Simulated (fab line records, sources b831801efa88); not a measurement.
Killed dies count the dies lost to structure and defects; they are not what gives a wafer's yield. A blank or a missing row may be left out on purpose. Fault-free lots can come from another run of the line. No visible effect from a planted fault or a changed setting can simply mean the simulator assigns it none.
A single fault, viewed from 2 desks / flow gf180mcu / only its own numbers are on each desk; what lay behind them is given at the end

== METROLOGY DESK ==
Means of the sampled wafers that have a number, per lot and without regard to the tool the lot ran on: this is what the gauges read. The brackets show how far a lot's mean lies from the usual mean; more than 4 standard deviations puts the lot out of limits, marked OUT.
Columns: A = cdNm at GF_M5_CD_MEAS_07, usual 279.6 nm; B = M5_OVL at GF_M5_OVL_MEAS_08, usual 1 nm
lot=L821; first seen here=day 26 07:26; A=282.0; B=6
lot=L827; first seen here=day 28 05:17; A=279.0; B=-0
lot=L828; first seen here=day 28 08:55; A=278.2; B=1
lot=L829; first seen here=day 28 19:08; A=279.2; B=2
lot=L835; first seen here=day 30 17:33; A=280.7; B=3
lot=L837; first seen here=day 31 03:22; A=280.9; B=-4
lot=L841; first seen here=day 32 05:14; A=280.1; B=4
Result from this desk: across the 7 lots, nothing is out of limits.

== AT THE TOOL OWNER'S DESK: rieDiel-01 ==
The tool's own readings at GF_M5_ETCH_09 (etches Si3N4 in CF4/O2, target depth 52 nm, time 11.6 s): means of the sampled wafers that have a number, for each lot that ran on this tool. The brackets show how far a lot's mean lies from the usual mean; more than 4 standard deviations puts the lot out of limits, marked OUT.
Columns: A = chamberPressureMTorr at GF_M5_ETCH_09, usual 149.99 mTorr; B = drypumpMotorCurrentA at GF_M5_ETCH_09, usual 5.8 A; C = oesProductAu at GF_M5_ETCH_09, usual 1.000 a.u.; D = throttleValvePct at GF_M5_ETCH_09, usual 5.970 %
lot=L821; first seen here=day 26 07:32; A=150.01; B=5.5; C=1.003; D=5.978
lot=L827; first seen here=day 28 05:26; A=150.04; B=5.5; C=1.002; D=5.964
lot=L828; first seen here=day 28 09:05; A=150.04; B=5.0; C=1.001; D=5.967
lot=L829; first seen here=day 28 19:17; A=150.06; B=5.5; C=1.005; D=5.975
lot=L841; first seen here=day 32 05:20; A=150.08; B=5.5; C=1.001; D=5.964
Result from this desk: across the 5 lots, nothing is out of limits.

== PUT TOGETHER ==
From the metrology desk's view, nothing was out of limits.
Nothing out of limits was seen by the tool owner's desk.

== WHAT HAD BEEN PUT IN BY THE SIMULATOR ==
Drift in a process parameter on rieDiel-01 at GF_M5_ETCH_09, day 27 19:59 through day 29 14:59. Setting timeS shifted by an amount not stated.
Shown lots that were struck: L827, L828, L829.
